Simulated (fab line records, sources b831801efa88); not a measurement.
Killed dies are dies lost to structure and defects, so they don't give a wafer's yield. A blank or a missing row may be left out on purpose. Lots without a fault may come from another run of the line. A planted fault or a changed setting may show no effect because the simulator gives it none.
Problem report in the 8D (eight disciplines) form, filled by code | flow sky130 | the parts of the form that need people (team, actions taken, sign-off) are left out

1. THE PROBLEM
cd_nm at SKY_SD_N_CD_MEAS_07 reads a mean of 226.8 nm on 1 wafer of 1 lot; wafers without a fault read 380.5 nm with a standard deviation of 2.2. That is -70 standard deviations from the usual mean.
The step: target cd 380 nm.
First seen on wafer L761.1, day 33 19:40, on cd_sem-02. The record holds 38 wafers of 13 lots with a number at this step. Rule for "out", or "out of limits": more than 4 standard deviations from the usual mean. The other wafers with a number count as sound.

2. WHAT IT IS AND WHAT IT IS NOT
question                    | is                | is not
which readings at this step | cd_nm             | -
which lots                  | L761              | L744, L745, L746, L747, L749, L750, L751, L752, L753, L763, L765, L767
which wafers of those lots  | L761.1            | L761.2
read on which gauges        | cd_sem-02         | cd_sem-01
when                        | from day 33 19:40 | up to then (28 sound wafers); but 9 sound wafers of L763, L765, L767 came after

3. SUSPECTS, AND WHAT RULES EACH OUT
Counting: a tool at a process step up to the reading stays a suspect if it ran every lot that is out. Sound lots after the first of them don't rule it out here, since some wafers of a struck lot are sound.
- the gauge at SKY_SD_N_CD_MEAS_07: kept. All the wafers that are out were read on cd_sem-02, and no step on other tools shows them out.
- litho_track-04 at SKY_SD_N_DEVELOP_06 (develop time 60 s): kept. It ran the lot that is out, L761 (day 33 19:31); its last sound lot up to then is L753 (day 30 21:47).
Left after counting: litho_track-04 at SKY_SD_N_DEVELOP_06, cd_sem-02 at SKY_SD_N_CD_MEAS_07.

4. THE CAUSE (what the simulator had put in)
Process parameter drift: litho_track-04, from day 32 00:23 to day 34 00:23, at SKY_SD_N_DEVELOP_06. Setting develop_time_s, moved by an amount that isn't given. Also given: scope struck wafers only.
Counting left 2 suspects, and this tool is among them.

5. THE CHAIN OF EFFECTS, in route order
Each row: a reading whose mean over the struck wafers that have a number lies more than 3 standard deviations from the usual. Only readings for which the record gives a usual standard deviation are gone through. hours: the time from each lot's start at the first step in this table that gives one to its start at this step, as a median over the lots. sigmas: the change in usual standard deviations.
hours | step                | reading | usual    | on struck wafers | change | sigmas
0     | SKY_SD_N_CD_MEAS_07 | cd_nm   | 380.5 nm | 226.8            | -153.7 | -70
Later measuring or inspecting steps at which every struck wafer that the step has a row for has a number for every such reading, and none has moved that far: SKY_LI_CONTACT_BOW_MEAS_03.

6. WHAT WOULD HAVE CAUGHT IT SOONER
In this record the first reading out of limits at a measuring or inspecting step was taken at day 33 19:40, 43 hours after the fault began at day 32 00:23.
Of the tool readings at SKY_SD_N_DEVELOP_06 for which the record gives a usual standard deviation, none was out on any struck wafer, so an alarm limit of 4 standard deviations on them would not have fired.
All the lots that are out (1) had begun SKY_SD_N_DEVELOP_06 on litho_track-04 by day 33 19:40. A hold on the tool at that time would have spared none of them.
